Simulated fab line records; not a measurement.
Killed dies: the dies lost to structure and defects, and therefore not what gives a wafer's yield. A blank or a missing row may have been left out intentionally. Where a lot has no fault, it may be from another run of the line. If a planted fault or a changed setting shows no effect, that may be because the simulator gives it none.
Struck lot and sound lot, side by side || flow sky130 || 19 steps out of a route of 708
Sound: the wafers L167.1, L167.5, L167.6. Wafers struck: L173.1, L173.2, L173.4. Last of all comes the cause.
At each step with rows: each side's tool, then ch and its chambers, then its first start. Under that, the readings that differ: sound wafers || struck wafers || difference of the means || sigmas: that difference in standard deviations of wafers without a fault.
alike: readings whose means differ by less than 2 such deviations, and words and numbers that are the same on both sides. not compared: withheld readings, readings that some wafer has no value for, bounds like >300 that may hide the same value, and numbers for which the record gives no deviation and whose values overlap.
Wherever a step has rows on one side only, a row that says differs or no value, or a row with sigmas, the two part there. Numbers that have no deviation but don't overlap get no sigmas and don't part them. A reading missing from all wafers of one side parts the sides only when that side holds two or more wafers.

SKY_SD_N_RS_MEAS_17: the measuring method here is four-point-probe.
  sound on film_metro-01 at day 27 19:02; struck on film_metro-01 at day 30 04:38
  alike: SD_P_RS
SKY_SD_N_RS_MEAS_18: the measuring method here is four-point-probe.
  sound on film_metro-01 at day 27 19:09; struck on film_metro-01 at day 30 04:46
  alike: RES_XHIGH_RS
then, 2 steps without rows for these wafers: SKY_SALICIDE_CLEAN_00 (cleans in HF-last, time 30 s); SKY_LI_CONTACT_HDPCVD_00 (deposits PSG, target thk 930 nm, time 155 s).
SKY_LI_CONTACT_THK_MEAS_01:
  sound on film_metro-03 at day 27 19:23; struck on film_metro-03 at day 30 05:00
  alike: LI_CONTACT_HDPCVD_THK
SKY_LI_CONTACT_CMP_02: polishes PSG.
  sound on cmp-02 ch 1,2, day 27 19:30; struck on cmp-02 ch 1,2,3, day 30 05:04
  alike: motor_current_A, retaining_ring_pressure_frac, time_to_endpoint_s
SKY_LI_CONTACT_BOW_MEAS_03:
  sound on film_metro-04 at day 27 19:45; struck on film_metro-04 at day 30 05:22
  alike: LI_CONTACT_BOW
then, 5 steps without rows for these wafers: SKY_LI_CONTACT_DEHYDRATE_04 (time 60 s); SKY_LI_CONTACT_HMDS_05 (prime time 60 s); SKY_LI_CONTACT_COAT_06 (resist thk 60 nm); SKY_LI_CONTACT_COAT_07 (resist thk 450 nm); SKY_LI_CONTACT_SOFTBAKE_08 (time 90 s).
SKY_LI_CONTACT_EXPOSE_09: exposes mask LICM1, target cd 170 nm.
  sound on krf_scanner-01 ch 0, day 28 09:56; struck on krf_scanner-02 ch 0, day 30 19:35
{"reading": "model.LI_CONTACT.overlay_x_nm (nm)", "sound": "2.901 2.901 2.901", "struck": "62.71 62.71 62.71", "difference": "+59.81", "sigmas": ""}
  alike: mask, focus_offset_nm
then, 2 steps without rows for these wafers: SKY_LI_CONTACT_PEB_10; SKY_LI_CONTACT_DEVELOP_11 (develop time 60 s).
SKY_LI_CONTACT_CD_MEAS_12 targets a cd of 170 nm.
  sound on cd_sem-01 at day 28 23:46; struck on cd_sem-02 at day 31 09:11
  alike: cd_nm
SKY_LI_CONTACT_OVL_MEAS_13:
  sound on overlay-01 at day 28 23:53; struck on overlay-01 at day 31 09:18
{"reading": "LI_CONTACT_OVL (nm)", "sound": "9 4 8", "struck": "67 53 62", "difference": "+54", "sigmas": "+11"}
SKY_LI_CONTACT_ETCH_14: etches BARC in N2/H2, stops on SiO2, time 45.9 s, target depth 60 nm.
  sound on rie_diel-02 ch 2,3, day 28 23:55; struck on rie_diel-03 ch 0,1,3, day 31 09:20
{"reading": "drypump_motor_current_A (A)", "sound": "5.1 5.1 5.1", "struck": "5.9 6.1 5.9", "difference": "+0.9", "sigmas": "+2"}
  alike: oes_product_au, throttle_valve_pct
  not compared: rf_hours_counter_h
-- the record jumps here: 16 days lie between the struck wafers' starts before and after (it left off in module LI_CONTACT and takes up again in module PAD_OPEN, whose first step shown is number 708 of the route) --
SKY_PAD_OPEN_PROBE_99:
  sound on prober-01 at day 45 15:05; struck on prober-01 at day 47 09:41
{"reading": "killed_at_other", "sound": "0 0 1", "struck": "2 1 3", "difference": "+2", "sigmas": "+3"}
{"reading": "model.etest.licon_pdiff.rc_ohm", "sound": "602 585.9 586.3", "struck": "606.6 659.9 625.5", "difference": "+39.3", "sigmas": ""}
{"reading": "model.etest.licon_ndiff.rc_ohm", "sound": "186.6 186.4 177.7", "struck": "188.3 190.6 200.9", "difference": "+9.7", "sigmas": ""}
{"reading": "model.etest.licon_to_gate.over_limit", "sound": "0 0 0", "struck": "1 1 1", "difference": "+1", "sigmas": ""}
{"reading": "model.etest.diode_ndiff_fingers.leak_log10_a_cm2", "sound": "-6.831 -6.886 -6.479", "struck": "-5.566 -5.758 -5.96", "difference": "+0.971", "sigmas": ""}
  alike: killed_at_M0_to_M3, killed_at_M4_up, killed_at_contacts, killed_at_front_end, killed_dies, killed_open, killed_short
  not compared: model.etest.pfet_g5v0d10v5.r_on_ohm_um, model.etest.sonos_uncharged.r_on_ohm_um, model.etest.licon_poly.rc_ohm, model.etest.licon_to_gate.short

## WHERE THEY PART
First at SKY_LI_CONTACT_OVL_MEAS_13; last, within this record, at SKY_PAD_OPEN_PROBE_99.

WHY: what had been put in by the simulator
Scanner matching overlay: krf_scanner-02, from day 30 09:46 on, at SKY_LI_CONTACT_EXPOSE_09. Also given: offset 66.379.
